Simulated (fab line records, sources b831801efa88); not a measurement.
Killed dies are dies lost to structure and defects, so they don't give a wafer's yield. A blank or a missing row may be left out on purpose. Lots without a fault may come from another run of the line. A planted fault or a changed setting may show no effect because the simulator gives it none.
Which of the tools did it? + flow gf180mcu + 33 wafers sampled from 11 lots at 1 step of a route of 602

## WHAT THE GAUGES SHOWED, per wafer
GF_M1_OVL_MEAS_15.
| lot  | measured     | on         | M1_OVL (nm) |
|------|--------------|------------|-------------|
| L433 | day 18 03:53 | overlay-02 | -1 6 -1     |
| L436 | day 19 07:59 | overlay-01 | 1 -5 -5     |
| L439 | day 20 11:22 | overlay-01 | 0 5 1       |
| L443 | day 22 04:10 | overlay-01 | 6 8 7       |
| L444 | day 22 07:16 | overlay-02 | 1 6 7       |
| L445 | day 22 13:58 | overlay-01 | 6 0 4       |
| L446 | day 23 00:25 | overlay-02 | -6 -3 -13   |
| L449 | day 23 23:01 | overlay-01 | 11 12 9     |
| L450 | day 24 11:16 | overlay-01 | 0 1 6       |
| L452 | day 24 21:14 | overlay-01 | -10 -4 -12  |
| L453 | day 25 02:05 | overlay-02 | -2 -2 1     |

## WHICH TOOL RAN EACH LOT (tool, then ch and the chambers of the sampled wafers, then the start)
There is no process step in the record ahead of these readings.

## THE ANSWER, worked out from the rows above alone
Rule: the usual values come from the lots themselves. The widest of any qualifying gaps counts: lots, ordered by their means at a reading, are off when they make up no more than a third of the lots, leave a main group of 4 or more, and stand apart from it by 3 or more times the standard deviation of that group's means. Not used: any main group whose means are identical at the precision the tables above print for the reading. A lot without any number at a reading at which 4 lots or more have one is off too. Where the step has rows for the other lots, those lots are counted as sound.
Nothing can be told from this: no lot is off at any reading shown.

## WHAT HAD BEEN PUT IN BY THE SIMULATOR
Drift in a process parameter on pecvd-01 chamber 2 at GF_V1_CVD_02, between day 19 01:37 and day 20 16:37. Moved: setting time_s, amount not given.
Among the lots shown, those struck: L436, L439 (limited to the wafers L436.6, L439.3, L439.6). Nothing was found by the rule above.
